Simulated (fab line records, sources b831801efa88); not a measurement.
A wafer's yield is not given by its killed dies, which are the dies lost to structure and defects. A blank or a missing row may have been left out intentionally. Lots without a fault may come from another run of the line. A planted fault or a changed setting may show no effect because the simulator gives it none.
2 desks, one fault | flow gf180mcu | each desk holds nothing but its own numbers, with what lay behind them at the end

## DESK OF THE TOOL OWNER: rie_diel-02
The tool's own readings at GF_V3_ETCH_17 (etches SiO2 in C4F8/O2/Ar, stops on TiN, target depth 635 nm): means of the sampled wafers that have a number, for each lot that ran on this tool. The brackets show how far a lot's mean lies from the usual mean; more than 4 standard deviations puts the lot out of limits, marked OUT.
Columns: A = oes_product_au at GF_V3_ETCH_17, usual 0.856 a.u.; B = rf_fwd_power_W at GF_V3_ETCH_17, usual 1492 W
lot  | first seen here | A     | B
L362 | day 23 12:00    | 0.854 | 1491
L363 | day 24 00:00    | 0.859 | 1496
L369 | day 25 23:00    | 0.855 | 1734 (+47) OUT
L373 | day 27 16:00    | 0.857 | 1730 (+47) OUT
Finding of this desk: L369, L373 out of limits; the first was L369 at day 25 23:00, on rf_fwd_power_W at GF_V3_ETCH_17. L362, L363 stayed within limits.

## THE METROLOGY DESK
What the gauges read, lot by lot, whatever tool the lot ran on: means of the sampled wafers that have a number. The brackets show how far a lot's mean lies from the usual mean; more than 4 standard deviations puts the lot out of limits, marked OUT.
Columns: A = V3_BOW at GF_V3_BOW_MEAS_05, usual 116 um; B = cd_nm at GF_V3_CD_MEAS_14, usual 260.4 nm; C = V3_OVL at GF_V3_OVL_MEAS_15, usual -3 nm
lot  | first seen here | A   | B     | C
L362 | day 22 13:22    | 111 | 259.5 | -5
L363 | day 23 00:58    | 111 | 261.3 | -9
L369 | day 25 01:19    | 116 | 258.3 | -3
L373 | day 26 19:32    | 105 | 261.5 | 1
L374 | day 26 23:34    | 128 | 261.0 | -1
L378 | day 28 05:05    | 124 | 261.5 | -4
Result from this desk: across the 6 lots, nothing is out of limits.

## ALL TOGETHER
The tool owner's desk had the chance to raise an alarm at day 25 23:00 on L369, L373.
From the metrology desk's view, nothing was out of limits.
The metrology desk has L369, L373 on record, within its limits.
Every lot named ran GF_V3_ETCH_17 on rie_diel-02.

## WHAT WAS PUT IN BY THE SIMULATOR
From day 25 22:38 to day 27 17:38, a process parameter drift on rie_diel-02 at GF_V3_ETCH_17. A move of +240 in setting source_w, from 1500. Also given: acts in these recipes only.
Struck lots among those shown: L369, L373.
Each desk's first reading out of limits, in hours after the fault started: the tool owner's desk, 0.
